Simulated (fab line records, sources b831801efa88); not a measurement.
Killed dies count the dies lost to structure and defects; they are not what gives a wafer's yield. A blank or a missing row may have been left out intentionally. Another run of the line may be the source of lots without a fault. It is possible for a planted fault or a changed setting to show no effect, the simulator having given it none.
Matching of chambers | flow sky130 | SKY_POLY_GATE_ETCH_17 on rieSi-02: 4 sister chambers
The step etches poly-Si in HBr/Cl2, stops on SiO2, target depth 180 nm, time 70.5 s. 24 wafers are shown with their chamber, then 12 later ones without.

== WAFERS, EACH WITH ITS CHAMBER ==
wafer  | chamber | drypumpMotorCurrentA (A) | heBacksideLeakSccm (sccm) | rfFwdPowerW (W)
L075.1 | 0       | 5.1                      | 2.45                      | 396.5
L075.2 | 3       | 5.7                      | 2.49                      | 397.5
L075.4 | 2       | 6.1                      | 3.05                      | 398.9
L076.3 | 2       | 6.0                      | 3.01                      | 399.3
L076.5 | 3       | 5.7                      | 2.71                      | 397.5
L076.6 | 2       | 6.1                      | 2.96                      | 397.6
L077.1 | 2       | 6.1                      | 3.11                      | 397.5
L077.4 | 0       | 5.0                      | 2.52                      | 397.7
L077.5 | 0       | 5.1                      | 2.51                      | 397.1
L078.2 | 0       | 5.1                      | 2.45                      | 395.8
L078.3 | 1       | 6.2                      | 2.61                      | 399.7
L078.5 | 0       | 5.1                      | 2.47                      | 396.7
L080.1 | 3       | 5.7                      | 2.64                      | 398.0
L080.2 | 1       | 6.1                      | 2.47                      | 395.3
L080.4 | 0       | 5.1                      | 2.42                      | 395.8
L084.2 | 3       | 5.7                      | 2.83                      | 397.2
L084.4 | 0       | 5.1                      | 2.47                      | 396.8
L084.6 | 1       | 6.2                      | 2.68                      | 397.1
L086.1 | 0       | 5.0                      | 2.40                      | 397.8
L086.4 | 3       | 5.7                      | 2.81                      | 397.6
L086.5 | 3       | 5.7                      | 2.93                      | 398.2
L088.1 | 2       | 6.1                      | 2.92                      | 398.7
L088.3 | 0       | 5.0                      | 2.46                      | 398.5
L088.4 | 3       | 5.7                      | 2.70                      | 397.6

SIGNATURES (averages over the wafers above)
reading              | chamber 0 | chamber 1 | chamber 2 | chamber 3 | scatter within a chamber
drypumpMotorCurrentA | 5.067     | 6.167     | 6.080     | 5.700     | 0.0416
heBacksideLeakSccm   | 2.4611    | 2.5867    | 3.0100    | 2.7300    | 0.0949
rfFwdPowerW          | 396.967   | 397.367   | 398.400   | 397.657   | 0.993
Rule: for a wafer and a chamber, the distance is found by dividing, reading by reading, the gap between the wafer's reading and the chamber's mean by the reading's scatter, squaring, summing and taking the root. If the next closest chamber is less than 2 further off than the closest, the wafer can't be placed; otherwise it belongs to the closest. The scatter: the root of (the sum of the squares of (reading less its chamber's mean) over the shown wafers, divided by (wafers less chambers)).

== WAFERS WITH NO CHAMBER GIVEN ==
wafer  | drypumpMotorCurrentA (A) | heBacksideLeakSccm (sccm) | rfFwdPowerW (W)
L090.2 | 6.1                      | 2.92                      | 398.3
L090.4 | 6.1                      | 2.57                      | 395.2
L090.6 | 5.1                      | 2.42                      | 398.1
L092.1 | 6.2                      | 2.46                      | 395.6
L092.4 | 5.1                      | 2.55                      | 396.0
L092.5 | 5.7                      | 2.73                      | 399.1
L094.1 | 5.7                      | 2.83                      | 397.8
L094.4 | 6.1                      | 2.77                      | 398.0
L094.5 | 5.7                      | 2.79                      | 398.8
L096.1 | 5.7                      | 2.69                      | 397.9
L096.2 | 5.1                      | 2.56                      | 398.3
L096.4 | 6.1                      | 2.54                      | 397.7

== CHAMBER TAKEN BY EACH ==
wafer  | from the rows above     | in truth
L090.2 | 2                       | 2
L090.4 | 1                       | 1
L090.6 | 0                       | 0
L092.1 | 1                       | 1
L092.4 | 0                       | 0
L092.5 | 3                       | 3
L094.1 | 3                       | 3
L094.4 | can't be placed: 1 or 2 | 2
L094.5 | 3                       | 3
L096.1 | 3                       | 3
L096.2 | 0                       | 0
L096.4 | 1                       | 1
11 of 12 placed correctly. Unplaceable from these rows: 1, with the true chamber sitting among the candidates in 1. Number placed wrongly: 0.
